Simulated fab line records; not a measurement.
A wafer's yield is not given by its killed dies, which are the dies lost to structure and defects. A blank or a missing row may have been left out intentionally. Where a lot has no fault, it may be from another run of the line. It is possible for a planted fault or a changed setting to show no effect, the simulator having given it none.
fab line records	flow gf180mcu
record: lots: 7	wafers: 21	last_day: 34
route steps=602 shown M2@366
lots with no fault: from the same line, run without faults
start_h: the number of hours between the record's first day and the start of the first shown wafer of the lot	wait_h: hours elapsed since this lot's preceding step	" as in the row above	L1.1+2: a row that stands for several wafers	- no value, or no start given	* or withheld: withheld	< > ~ a bound
route shown NAME@n: a module of which the file shows steps, and the number in the route of the first	usual: mean/standard deviation taken from wafers without a fault	same: alike in all rows	chamber/n: place in a boat	sites: per-site readings	_std_site: standard deviation of those values	_edge_site: inner sites' mean taken away from outer sites' mean	radius_mm: for every site, how far away it sits from the centre of the wafer	mask NAME#n: copy n	behind: the tool/chamber that last shaped the wafer	hold: reason for holding the lot/hours on hold/outcome of the hold	device: the n, p or np transistor that did not switch	end of line: the route-end tests of the same wafers	where a step has no rows: the recipe by itself	killed: not the wafer's yield, but the dies lost to structure and defects at the first sort	map: shows each die of a wafer: x if killed, . if not, _ if none is there
set.NAME: the setting that was run; set.NAME@STEP: the one run at that earlier step	model.NAME: the simulator's own value behind a step, which no gauge read
lots at some steps of the route; a table a step, a row a wafer
services: when a tool's chamber went out of use (start_h, in hours from the record's first day, below 0 if earlier), for how many hours, and the reason
== steps ==
step: GF_M2_SPUTTER_04
recipe: material: TiN	target_thk_nm: 50	power_w: 6500	time_s: 41.7	chamber_pressure_pa: 0.4
usual: throttle_valve_pct: 30.0/1.2
lot.wafer	tool	chamber	start_h	wait_h	throttle_valve_pct
L818.4	pvd_sputter-03	-	446.95	0.0	32.9
L818.5	"	-	"	"	29.2
L818.6	"	-	"	"	32.9
L827.2	pvd_sputter-01	-	521.18	0.0	30.6
L827.4	"	-	"	"	28.5
L827.5	"	-	"	"	30.5
L829.1	pvd_sputter-01	-	540.72	0.0	30.6
L829.2	"	-	"	"	29.0
L829.6	"	-	"	"	28.5
L830.4	pvd_sputter-01	-	544.31	0.0	28.5
L830.5	"	-	"	"	30.5
L830.6	"	-	"	"	28.8
L831.1	pvd_sputter-02	-	553.80	0.0	29.0
L831.2	"	-	"	"	29.9
L831.4	"	-	"	"	30.5
L833.1	pvd_sputter-03	-	564.60	0.0	29.3
L833.3	"	-	"	"	33.2
L833.4	"	-	"	"	29.2
L838.3	pvd_sputter-02	-	606.05	0.0	30.0
L838.5	"	-	"	"	28.8
L838.6	"	-	"	"	30.8
step: GF_M2_RS_MEAS_05
recipe: thk_meas_gauge: four-point-probe	reads: TiN_of_M2_SPUTTER_04+Ti_of_M2_SPUTTER_03+AlCu_of_M2_SPUTTER_02+TiN_of_M2_SPUTTER_01+Ti_of_M2_SPUTTER_00
usual: M2_ALCU_RS: 0.0695/0.00075
lot.wafer	tool	chamber	start_h	wait_h	M2_ALCU_RS[ohm/sq]
L818.4	film_metro-02	-	447.05	0.1	0.0695
L818.5	"	-	"	"	0.0694
L818.6	"	-	"	"	0.0690
L827.2	film_metro-01	-	521.24	0.0	0.0691
L827.4	"	-	"	"	0.0693
L827.5	"	-	"	"	0.0690
L829.1	film_metro-02	-	540.76	0.0	0.0688
L829.2	"	-	"	"	0.0684
L829.6	"	-	"	"	0.0698
L830.4	film_metro-04	-	544.39	0.1	0.0700
L830.5	"	-	"	"	0.0698
L830.6	"	-	"	"	0.0695
L831.1	film_metro-02	-	553.84	0.0	0.0703
L831.2	"	-	"	"	0.0700
L831.4	"	-	"	"	0.0710
L833.1	film_metro-04	-	564.64	0.0	0.0681
L833.3	"	-	"	"	0.0682
L833.4	"	-	"	"	0.0688
L838.3	film_metro-01	-	606.13	0.1	0.0687
L838.5	"	-	"	"	0.0686
L838.6	"	-	"	"	0.0691
step: GF_M2_THK_MEAS_06
recipe: thk_meas_gauge: xrf	reads: AlCu_of_M2_SPUTTER_02
usual: M2_ALCU_THK: 453/5.3
lot.wafer	tool	chamber	start_h	wait_h	M2_ALCU_THK[nm]
L818.4	film_metro-02	-	447.14	0.1	451
L818.5	"	-	"	"	453
L818.6	"	-	"	"	455
L827.2	film_metro-01	-	521.35	0.1	456
L827.4	"	-	"	"	452
L827.5	"	-	"	"	455
L829.1	film_metro-02	-	540.88	0.1	454
L829.2	"	-	"	"	456
L829.6	"	-	"	"	447
L830.4	film_metro-04	-	544.48	0.1	449
L830.5	"	-	"	"	454
L830.6	"	-	"	"	455
L831.1	film_metro-02	-	553.96	0.1	448
L831.2	"	-	"	"	449
L831.4	"	-	"	"	444
L833.1	film_metro-04	-	564.76	0.1	460
L833.3	"	-	"	"	463
L833.4	"	-	"	"	457
L838.3	film_metro-01	-	606.23	0.1	454
L838.5	"	-	"	"	459
L838.6	"	-	"	"	455
step: GF_M2_DEHYDRATE_07
recipe: temp_c: 200	time_s: 60
step: GF_M2_HMDS_08
recipe: prime_time_s: 60	prime_temp_c: 120
step: GF_M2_COAT_09
recipe: resist: KrF	spin_rpm: withheld	resist_thk_nm: 1000
step: GF_M2_SOFTBAKE_10
recipe: temp_c: 130	time_s: 60	resist: KrF
step: GF_M2_EXPOSE_11
recipe: mask_id: Metal2	target_cd_nm: 280	na: 0.68	source_shape: conventional	sigma_outer: 0.6	dose_mj: 28
step: GF_M2_PEB_12
recipe: peb_temp_c: 135	peb_time_s: 90	resist: KrF
step: GF_M2_DEVELOP_13
recipe: develop_time_s: 60	dev_temp_c: 21
step: GF_M2_CD_MEAS_14
recipe: target_cd_nm: 280
usual: cd_nm: 279.8/1.5
lot.wafer	tool	chamber	start_h	wait_h	cd_nm
L818.4	cd_sem-01	-	470.65	0.1	280.4
L818.5	"	-	"	"	280.1
L818.6	"	-	"	"	281.3
L827.2	cd_sem-02	-	543.95	0.1	279.3
L827.4	"	-	"	"	279.7
L827.5	"	-	"	"	278.2
L829.1	cd_sem-01	-	562.51	0.1	279.5
L829.2	"	-	"	"	279.7
L829.6	"	-	"	"	280.1
L830.4	cd_sem-02	-	566.59	0.1	281.9
L830.5	"	-	"	"	281.1
L830.6	"	-	"	"	281.9
L831.1	cd_sem-02	-	575.61	0.1	277.8
L831.2	"	-	"	"	278.3
L831.4	"	-	"	"	278.8
L833.1	cd_sem-01	-	586.31	0.1	279.0
L833.3	"	-	"	"	277.7
L833.4	"	-	"	"	277.6
L838.3	cd_sem-01	-	626.62	0.1	280.5
L838.5	"	-	"	"	280.9
L838.6	"	-	"	"	280.3
step: GF_M2_OVL_MEAS_15
usual: M2_OVL: 0/5.1
lot.wafer	tool	chamber	start_h	wait_h	M2_OVL[nm]
L818.4	overlay-02	-	470.72	0.1	-3
L818.5	"	-	"	"	-10
L818.6	"	-	"	"	-6
L827.2	overlay-02	-	544.06	0.1	-8
L827.4	"	-	"	"	-5
L827.5	"	-	"	"	-4
L829.1	overlay-02	-	562.63	0.1	-4
L829.2	"	-	"	"	-3
L829.6	"	-	"	"	-2
L830.4	overlay-01	-	566.67	0.1	1
L830.5	"	-	"	"	0
L830.6	"	-	"	"	0
L831.1	overlay-02	-	575.73	0.1	-6
L831.2	"	-	"	"	-3
L831.4	"	-	"	"	-4
L833.1	overlay-02	-	586.43	0.1	0
L833.3	"	-	"	"	3
L833.4	"	-	"	"	3
L838.3	overlay-02	-	626.72	0.1	1
L838.5	"	-	"	"	3
L838.6	"	-	"	"	-2
step: GF_M2_METAL_ETCH_16
recipe: chemistry: Cl2/BCl3	mask_material: KrF	target_depth_nm: 627.5	stop_on: SiO2	pressure_mtorr: 8.366	icp_w: 800	bias_w: 140	Cl2_flow_sccm: 80	bcl3_flow_sccm: 40	time_s: 104.6
usual: bcl3_flow_sccm: 39.99/0.14	bias_w: 140.0/0.43	drypump_motor_current_A: 5.7/0.57	oes_product_au: 0.973/0.006	rf_fwd_power_W: 796.3/3	throttle_valve_pct: 27.538/0.011
lot.wafer	tool	chamber	start_h	wait_h	bcl3_flow_sccm	bias_w	drypump_motor_current_A	oes_product_au	rf_fwd_power_W	rf_hours_counter_h	throttle_valve_pct	model.KrF_of_M2_COAT_09.thk_nm
L818.4	rie_metal-03	0	470.78	0.0	39.91	139.7	6.2	0.964	798.2	-	27.553	733.2
L818.5	"	0	"	"	40.11	140.0	6.3	0.982	794.3	-	27.539	728.5
L818.6	"	1	"	"	40.01	140.4	6.2	0.982	798.6	-	27.527	733
L827.2	rie_metal-03	1	544.09	0.0	39.86	141.1	6.2	0.974	795.8	1	27.543	724.4
L827.4	"	0	"	"	40.06	139.0	6.3	0.973	794.1	-	27.549	727.1
L827.5	"	0	"	"	40.01	139.6	6.3	0.970	793.8	-	27.543	726.7
L829.1	rie_metal-03	1	562.66	0.0	-	-	-	-	-	-	-	983.6
L829.2	"	0	"	"	-	-	-	-	-	-	-	987.6
L829.6	"	1	"	"	-	-	-	-	-	-	-	985
L830.4	rie_metal-04	0	566.73	0.0	-	-	-	-	-	-	-	984.8
L830.5	"	1	"	"	-	-	-	-	-	-	-	985.8
L830.6	"	0	"	"	-	-	-	-	-	-	-	985.7
L831.1	rie_metal-02	0	575.76	0.0	-	-	-	-	-	-	-	983.7
L831.2	"	1	"	"	-	-	-	-	-	-	-	984.3
L831.4	"	1	"	"	-	-	-	-	-	-	-	983.4
L833.1	rie_metal-04	0	586.47	0.0	40.21	140.8	5.4	0.978	799.8	12	27.520	736.7
L833.3	"	0	"	"	40.27	140.1	5.4	0.976	800.0	-	27.528	734.7
L833.4	"	1	"	"	40.05	141.1	6.4	0.986	795.2	-	27.522	734
L838.3	rie_metal-02	0	626.78	0.1	40.20	140.3	5.0	0.981	802.1	-	27.539	730.7
L838.5	"	0	"	"	40.10	140.0	5.1	0.976	799.7	-	27.552	731
L838.6	"	1	"	"	39.89	139.5	5.1	0.976	794.5	-	27.533	732.7
step: GF_M2_STRIP_17
recipe: chemistry: O2/N2	power_w: 1400	pressure_mtorr: 1500	platen_temp_c: 250	o2_flow_sccm: 3000	n2_flow_sccm: 300	overash_fraction: 0.5
usual: drypump_motor_current_A: 5.8/0.52	heater_power_w: 319/31	oes_product_au: 0.556/0.0048	strip_time_to_endpoint_s: 7.84/0.038
same: overash_fraction: 0.5
lot.wafer	tool	chamber	start_h	wait_h	drypump_motor_current_A	heater_power_w	oes_product_au	rf_hours_counter_h	strip_time_to_endpoint_s
L818.4	plasma_asher-01	1	470.89	0.1	5.4	278	0.566	-	7.84
L818.5	"	1	"	"	5.4	286	0.553	-	7.82
L818.6	"	0	"	"	5.3	352	0.556	-	7.86
L827.2	plasma_asher-03	1	544.20	0.1	6.6	306	0.549	44	7.77
L827.4	"	0	"	"	6.1	345	0.554	-	7.80
L827.5	"	1	"	"	6.6	302	0.558	-	7.80
L829.1	plasma_asher-01	0	562.78	0.1	5.3	363	0.656	92	10.18
L829.2	"	1	"	"	5.4	283	0.664	92	10.22
L829.6	"	1	"	"	5.4	280	0.658	-	10.21
L830.4	plasma_asher-01	0	566.84	0.1	5.2	356	0.659	-	10.19
L830.5	"	1	"	"	5.3	280	0.667	-	10.19
L830.6	"	0	"	"	5.3	354	0.666	-	10.21
L831.1	plasma_asher-03	1	575.91	0.1	6.6	299	0.657	47	10.21
L831.2	"	0	"	"	6.1	343	0.660	47	10.20
L831.4	"	1	"	"	6.6	303	0.661	-	10.19
L833.1	plasma_asher-02	0	586.58	0.1	6.2	284	0.551	79	7.89
L833.3	"	0	"	"	6.3	286	0.550	-	7.86
L833.4	"	1	"	"	6.2	312	0.551	-	7.88
L838.3	plasma_asher-03	0	626.88	0.1	6.1	352	0.556	-	7.82
L838.5	"	1	"	"	6.5	305	0.563	-	7.83
L838.6	"	0	"	"	6.1	352	0.549	-	7.84
step: GF_M2_STRIP_18
recipe: chemistry: post_etch_residue_remover	time_s: 1200	temp_c: 72.5
== services ==
tool	chamber	start_h	hours	kind
pvd_sputter-02	-	435.73	7.6	repair
plasma_asher-01	-	464.81	1.2	repair
plasma_asher-02	-	472.66	1.2	repair
rie_metal-03	1	478.46	-	clean
rie_metal-03	1	478.46	14.0	scheduled_down
rie_metal-03	1	478.46	14.0	vent_cycle
plasma_asher-02	-	492.10	3.1	pm
plasma_asher-01	-	510.74	4.3	pm
rie_metal-03	-	515.55	2.8	pm
rie_metal-02	1	522.05	-	clean
rie_metal-02	1	522.05	21.5	scheduled_down
rie_metal-02	1	522.05	21.5	vent_cycle
pvd_sputter-01	1	528.35	-	consumable_replace:kit
pvd_sputter-01	1	528.35	18.0	scheduled_down
pvd_sputter-01	1	528.35	18.0	vent_cycle
rie_metal-02	0	543.53	-	clean
rie_metal-02	0	543.53	21.9	scheduled_down
rie_metal-02	0	543.53	21.9	vent_cycle
pvd_sputter-03	-	571.32	8.4	repair
rie_metal-02	-	613.11	0.6	repair
pvd_sputter-01	0	619.86	-	consumable_replace:kit
pvd_sputter-01	0	619.86	18.0	scheduled_down
pvd_sputter-01	0	619.86	18.0	vent_cycle
pvd_sputter-03	-	620.23	1.0	repair
== key ==
first_sign: step: GF_M2_METAL_ETCH_16	reading: tool_record	direction: missing
effect: step: GF_M2_STRIP_17	reading: strip_time_to_endpoint_s	direction: up	sigmas: 62	usual: *	struck: *
model_effect: step: GF_M2_METAL_ETCH_16	value: KrF_of_M2_COAT_09.thk_nm	without: 730.8	struck: 984.9
met_at GF_M2_METAL_ETCH_16
struck_wafers L829.1,L829.2,L829.6,L830.4,L830.5,L830.6,L831.1,L831.2,L831.4
later_rows_left_out L829.1,L829.2,L829.6,L830.4,L830.5,L830.6,L831.1,L831.2,L831.4
sort_left_out L829.1,L829.2,L829.6,L830.4,L830.5,L830.6,L831.1,L831.2,L831.4
onset_between 544.09 562.66
fault: kind: skipped_step_whole	tool: rie_metal-02,rie_metal-03,rie_metal-04	chamber: -	onset_h: 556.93	steps: GF_M2_METAL_ETCH_16	scope: struck_lots_only
sort_left_out: the simulated sort isn't trusted on such a fault, so these wafers' sort isn't shown, and their yield isn't known
later_rows_left_out: the simulator's readings of these wafers behind a module that went badly wrong aren't trusted and aren't shown, but for the sort
